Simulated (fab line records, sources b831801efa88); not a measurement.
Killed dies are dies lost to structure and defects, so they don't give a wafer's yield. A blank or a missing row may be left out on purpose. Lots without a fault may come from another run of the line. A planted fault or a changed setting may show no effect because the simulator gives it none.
Which tool did it? | flow sky130 | 6 lots, 18 wafers sampled, at 2 steps of a route of 708

WHAT THE GAUGES READ, wafer by wafer
SKY_FIELD_ISO_THK_MEAS_25.
lot  | measured    | on            | FIELD_ISO_CVD_24_THK (nm)
L969 | day 3 11:20 | film_metro-01 | 604 589 593
L971 | day 3 21:46 | film_metro-03 | 594 592 599
L973 | day 4 05:56 | film_metro-03 | 589 593 593
L977 | day 5 04:28 | film_metro-02 | 587 588 589
L983 | day 6 13:59 | film_metro-02 | 588 598 597
L986 | day 7 02:23 | film_metro-02 | 597 596 600

WHICH TOOL RAN EACH LOT (tool, then ch and the chambers of the sampled wafers, then the start)
lot  | SKY_FIELD_ISO_STRIP_16
L969 | plasma_asher-02 ch 0,1, day 3 08:26
L971 | plasma_asher-02 ch 0,1, day 3 20:01
L973 | plasma_asher-02 ch 1, day 4 03:44
L977 | plasma_asher-02 ch 0,1, day 5 00:25
L983 | plasma_asher-04 ch 0,1, day 6 10:08
L986 | plasma_asher-02 ch 0,1, day 7 00:40
- SKY_FIELD_ISO_STRIP_16: strips in O2/N2.

THE ANSWER, worked out from the rows above alone
Rule: what is usual is taken from the lots themselves. Put in order of their means at a reading, lots are off if they are a third of the lots or fewer, leave a main group of 4 or more, and stand apart from it by a gap of 3 or more times the standard deviation of the main group's means; of several such gaps the widest counts. A main group whose means are all the same, to the digits that the tables above print for the reading, isn't used. A lot without any number at a reading at which 4 lots or more have one is off too. The other lots that the step has rows for count as sound.
No lot is off at any reading shown: from this, nothing can be told.

WHAT THE SIMULATOR HAD PUT IN
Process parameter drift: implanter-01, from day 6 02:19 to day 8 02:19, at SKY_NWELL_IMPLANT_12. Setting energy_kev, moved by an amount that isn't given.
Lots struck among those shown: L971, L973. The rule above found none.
